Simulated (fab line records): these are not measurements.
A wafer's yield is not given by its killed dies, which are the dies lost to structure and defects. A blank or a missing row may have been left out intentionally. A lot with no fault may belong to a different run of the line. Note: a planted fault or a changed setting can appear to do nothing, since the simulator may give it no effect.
Which tool was responsible? ; flow gf180mcu ; Sampling: 13 lots, 39 wafers, 5 of 602 route steps

WHAT THE GAUGES SHOWED, per wafer
GF_STI_THK_MEAS_22.
lot;measured;on;STI_OXIDATION_01_THK (nm)
L871;day 2 15:28;film_metro-02;15.06 14.85 14.88
L874;day 3 05:33;film_metro-03;15.17 14.92 14.83
L875;day 3 10:46;film_metro-04;14.28 14.26 14.28
L881;day 4 16:46;film_metro-04;15.28 15.17 15.26
L883;day 5 03:59;film_metro-02;14.91 15.22 15.06
L884;day 5 09:06;film_metro-04;15.18 14.93 14.94
L885;day 5 13:00;film_metro-02;15.23 15.14 15.01
L887;day 6 00:18;film_metro-04;14.53 14.76 14.45
L888;day 6 05:29;film_metro-04;14.77 15.09 14.95
L889;day 6 13:20;film_metro-02;14.58 14.66 14.42
L890;day 6 16:58;film_metro-04;15.32 15.19 15.56
L891;day 6 22:28;film_metro-04;15.28 15.45 15.45
L892;day 7 01:45;film_metro-02;14.84 15.04 14.81

GF_HV_LDD_TW_MEAS_38.
lot;measured;on;HV_LDD_3_TW
L871;day 12 05:02;film_metro-04;1534 1530 1525
L874;day 13 06:12;film_metro-01;1422 1427 1427
L875;day 13 09:47;film_metro-04;1531 1529 1532
L881;day 15 08:41;film_metro-03;1576 1575 1570
L883;day 16 02:08;film_metro-01;1421 1427 1419
L884;day 16 10:32;film_metro-03;1461 1462 1464
L885;day 16 19:23;film_metro-03;1462 1463 1459
L887;day 17 11:50;film_metro-01;1434 1440 1438
L888;day 17 16:14;film_metro-01;1442 1443 1441
L889;day 18 10:44;film_metro-03;1450 1452 1456
L890;day 18 17:33;film_metro-04;1432 1432 1424
L891;day 19 03:05;film_metro-03;1445 1449 1454
L892;day 19 03:08;film_metro-01;1413 1413 1417

GF_HV_LDD_RS_MEAS_53: a four-point-probe measurement.
lot;measured;on;HV_LDD_RS (ohm/sq)
L871;day 13 00:49;film_metro-04;400.3 400.9 400.8
L874;day 14 03:43;film_metro-03;417.4 417.5 419.4
L875;day 14 06:22;film_metro-04;400.4 399.1 399.0
L881;day 16 05:41;film_metro-03;401.0 400.3 401.7
L883;day 17 00:40;film_metro-01;417.5 417.3 418.5
L884;day 17 09:49;film_metro-03;418.8 418.9 417.6
L885;day 17 18:08;film_metro-04;417.4 418.2 417.3
L887;day 18 10:47;film_metro-01;418.9 419.4 418.2
L888;day 18 16:22;film_metro-01;416.8 417.4 417.6
L889;day 19 11:16;film_metro-04;417.1 417.2 417.4
L890;day 19 17:37;film_metro-01;417.8 418.2 417.7
L891;day 20 03:48;film_metro-01;418.3 420.0 420.1
L892;day 20 03:52;film_metro-04;418.0 418.9 417.4

GF_V3_THK_MEAS_03.
lot;measured;on;V3_CVD_02_THK (nm)
L871;day 21 23:38;film_metro-03;843 858 854
L874;day 23 07:31;film_metro-02;843 870 857
L875;day 23 09:25;film_metro-04;870 850 868
L881;day 25 12:06;film_metro-03;853 845 874
L883;day 26 05:23;film_metro-02;839 841 853
L884;day 26 15:22;film_metro-04;816 831 837
L885;day 26 20:56;film_metro-03;844 879 868
L887;day 27 11:04;film_metro-04;850 833 850
L888;day 27 17:20;film_metro-04;843 836 862
L889;day 28 07:41;film_metro-02;829 838 847
L890;day 28 12:20;film_metro-04;826 848 838
L891;day 28 21:58;film_metro-04;843 827 857
L892;day 28 22:28;film_metro-03;831 821 829

WHAT TOOL EACH LOT RAN ON (gives the tool, then ch and the chambers of the sampled wafers, and finally the start)
lot;GF_HV_LDD_IMPLANT_33
L871;implanter-03 ch 0, day 12 04:01
L874;implanter-04 ch 0, day 13 05:32
L875;implanter-04 ch 0, day 13 08:47
L881;implanter-04 ch 0, day 15 07:39
L883;implanter-04 ch 0, day 16 01:26
L884;implanter-01 ch 0, day 16 09:50
L885;implanter-03 ch 0, day 16 18:42
L887;implanter-04 ch 0, day 17 11:08
L888;implanter-03 ch 0, day 17 15:32
L889;implanter-01 ch 0, day 18 10:02
L890;implanter-04 ch 0, day 18 16:52
L891;implanter-03 ch 0, day 19 02:23
L892;implanter-04 ch 0, day 19 02:26
- GF_HV_LDD_IMPLANT_33

WHAT THE TOOLS THEMSELVES READ (means of the sampled wafers that have a number; where no wafer has one, the mark that the record gives instead)
The record holds no such reading with a usual standard deviation.

THE ANSWER, worked out from the rows above alone
Rule: what is usual is taken from the lots themselves. Put in order of their means at a reading, lots are off if they are a third of the lots or fewer, leave a main group of 4 or more, and stand apart from it by a gap of 3 or more times the standard deviation of the main group's means; of several such gaps the widest counts. If all means in a main group match to the digits the tables above print for the reading, that group is not used. A lot without any number at a reading at which 4 lots or more have one is off too. Where the step has rows for the other lots, those lots are counted as sound. After the gauges, taken in route order, come the tools' own readings; for these a lot's mean is taken, as printed above. At the first step where some lot is off, the reading lying furthest off is the one used; lots without a number count as furthest.
Off: at GF_HV_LDD_TW_MEAS_38 (HV_LDD_3_TW), L871, L875, L881. The main group has a mean of 1440 with a standard deviation of 16.
A tool fits if, at a process step before that reading, it ran every lot that is off, and no sound lot after the first of them. Those tools and the gauges at GF_HV_LDD_TW_MEAS_38 are tried in the same way. Not one of the candidates tried fits.

WHAT THE SIMULATOR HAD PUT IN
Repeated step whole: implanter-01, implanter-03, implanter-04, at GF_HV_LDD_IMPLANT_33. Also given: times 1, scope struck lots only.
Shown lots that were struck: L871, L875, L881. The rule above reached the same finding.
